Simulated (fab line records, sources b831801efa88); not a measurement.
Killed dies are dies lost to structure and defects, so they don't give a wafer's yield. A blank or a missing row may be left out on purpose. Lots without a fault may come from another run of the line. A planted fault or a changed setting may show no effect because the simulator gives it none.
Split-lot experiment | flow sky130 | 5 lots, 23 wafers read, on a route of 708 steps

THE SPLIT
At SKY_GATE_OXIDE_IMPLANT_11, the setting dose_cm2 was moved away from the recipe's 2.6e+12 on 7 of the 23 wafers read, by -7.0% to +2.0%. The other wafers ran this setting at the recipe's value.

FROM THE SPLIT TO THE READING: what the file shows between them, 2 steps
- SKY_GATE_OXIDE_WET_ETCH_12: etches SiO2 in dHF, target depth 16.8 nm, time 336 s
- SKY_GATE_OXIDE_STRIP_13: strips in O2/N2

THE READING
GATE_OXIDE_TW, at SKY_GATE_OXIDE_TW_MEAS_14. Fault-free wafers of this fab line usually give 222.7, standard deviation 1.4.

wafer  | tool, chamber at the split | dose_cm2 as run | against the recipe | GATE_OXIDE_TW | against lot-mates on the recipe
L077.1 | implanter-01, 0            | 2.6e+12         | recipe             | 223.4         | -
L077.4 | implanter-01, 0            | 2.6e+12         | recipe             | 223.8         | -
L077.6 | implanter-01, 0            | 2.6e+12         | recipe             | 222.5         | -
L078.1 | implanter-02, 0            | 2.6e+12         | recipe             | 223.9         | -
L078.2 | implanter-02, 0            | 2.418e+12       | -7.0%              | 218.9         | -5.2
L078.4 | implanter-02, 0            | 2.6e+12         | recipe             | 224.3         | -
L078.5 | implanter-02, 0            | 2.418e+12       | -7.0%              | 219.8         | -4.3
L078.6 | implanter-02, 0            | 2.418e+12       | -7.0%              | 218.4         | -5.7
L081.1 | implanter-01, 0            | 2.6e+12         | recipe             | 222.2         | -
L081.2 | implanter-01, 0            | 2.652e+12       | +2.0%              | 223.6         | +0.6
L081.3 | implanter-01, 0            | 2.6e+12         | recipe             | 223.6         | -
L081.4 | implanter-01, 0            | 2.6e+12         | recipe             | 223.1         | -
L081.5 | implanter-01, 0            | 2.652e+12       | +2.0%              | 223.6         | +0.6
L082.2 | implanter-01, 0            | 2.6e+12         | recipe             | 222.4         | -
L082.3 | implanter-01, 0            | 2.6e+12         | recipe             | 223.1         | -
L082.4 | implanter-01, 0            | 2.6e+12         | recipe             | 222.7         | -
L082.5 | implanter-01, 0            | 2.6e+12         | recipe             | 222.0         | -
L082.6 | implanter-01, 0            | 2.6e+12         | recipe             | 221.2         | -
L083.1 | implanter-04, 0            | 2.475e+12       | -4.8%              | 221.2         | -2.2
L083.3 | implanter-04, 0            | 2.475e+12       | -4.8%              | 220.5         | -2.9
L083.4 | implanter-04, 0            | 2.6e+12         | recipe             | 223.1         | -
L083.5 | implanter-04, 0            | 2.6e+12         | recipe             | 223.9         | -
L083.6 | implanter-04, 0            | 2.6e+12         | recipe             | 223.1         | -

THE FIT
A straight line over all 23 wafers: GATE_OXIDE_TW changes by +0.524 for each +1% of dose_cm2; r = +0.89; the points scatter about the line by 0.76.
The same after taking each lot's own level away (the mean of its wafers on the recipe; 23 wafers): +0.652 for each +1%; r = +0.95; scatter 0.62.
On that fit, the largest move of dose_cm2 shifts the reading by 4.6.
The lots' own levels span 222.28 to 224.10, that is 1.3 times the standard deviation above.
So the lot-to-lot level changes the slope: the two fits differ.
Check: with one of the wafers moved furthest among these (-7.0%) left out of the fit, the line predicts -4.45 for it against its lot-mates. It came out at -5.2 against them.

OTHER SPLITS ON THESE WAFERS
These wafers also went through other splits before the reading. Each is held against what the fit with the lots' levels taken away leaves over:
other split on the same wafers         | wafers away from the commonest value | r with GATE_OXIDE_TW (lot level and that fit taken away)
SKY_VT_ADJUST_HVTR_EXPOSE_04 dose_mj   | 7                                    | -0.27
SKY_VT_ADJUST_PCH_IMPLANT_08 dose_cm2  | 9                                    | -0.13
SKY_SONOS_TUNNEL_IMPLANT_09 energy_kev | 4                                    | -0.21
SKY_SONOS_ONO_OXIDATION_00 ox_time_s   | 15                                   | +0.19
SKY_SONOS_ONO_DEVELOP_12 dev_temp_c    | 4                                    | +0.28

THE FILE'S OWN FIT
GATE_OXIDE_TW changes by +0.641 for each +1% of dose_cm2, r = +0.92.
